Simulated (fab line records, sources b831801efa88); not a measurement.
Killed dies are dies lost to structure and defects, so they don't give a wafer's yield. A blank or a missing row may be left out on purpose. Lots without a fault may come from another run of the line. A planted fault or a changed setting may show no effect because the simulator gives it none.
Chamber matching | flow sky130 | SKY_LI_CONTACT_ETCH_14 on rie_diel-02: 4 sister chambers
The step etches BARC in N2/H2, stops on SiO2, time 45.9 s, target depth 60 nm. 4 wafers are shown with their chamber, then 7 later ones without.

WAFERS WITH THEIR CHAMBER
wafer  | chamber | drypump_motor_current_A (A)
L251.1 | 3       | 5.7
L251.3 | 1       | 5.5
L258.1 | 0       | 5.7
L258.4 | 2       | 6.5

WAFERS WITHOUT THEIR CHAMBER
wafer  | drypump_motor_current_A (A)
L258.5 | 5.7
L259.1 | 5.8
L259.5 | 5.7
L259.6 | 5.8
L262.1 | 5.7
L262.2 | 5.5
L262.6 | 6.4

WHICH CHAMBER EACH WENT THROUGH
wafer  | from the rows above     | in truth
L258.5 | can't be placed: 0 or 3 | 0
L259.1 | can't be placed: 0 or 3 | 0
L259.5 | can't be placed: 0 or 3 | 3
L259.6 | can't be placed: 0 or 3 | 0
L262.1 | can't be placed: 0 or 3 | 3
L262.2 | 1                       | 1
L262.6 | 2                       | 2
Placed correctly: 2 of 7. Can't be placed from these rows: 5 (the true chamber is among the candidates in 5). Placed wrongly: 0.
How it was worked out, from the rows above alone: a wafer's distance from a chamber is the root of the sum, over the readings, of the square of ((its reading less the chamber's mean) divided by the reading's scatter). The wafer belongs to the nearest chamber; if the next one is less than 2 further off, it can't be placed. A chamber's mean is the mean of its shown wafers. The scatter: with one shown wafer a chamber, the root of the mean of the squares of how far each hidden wafer lies from its nearest shown one.
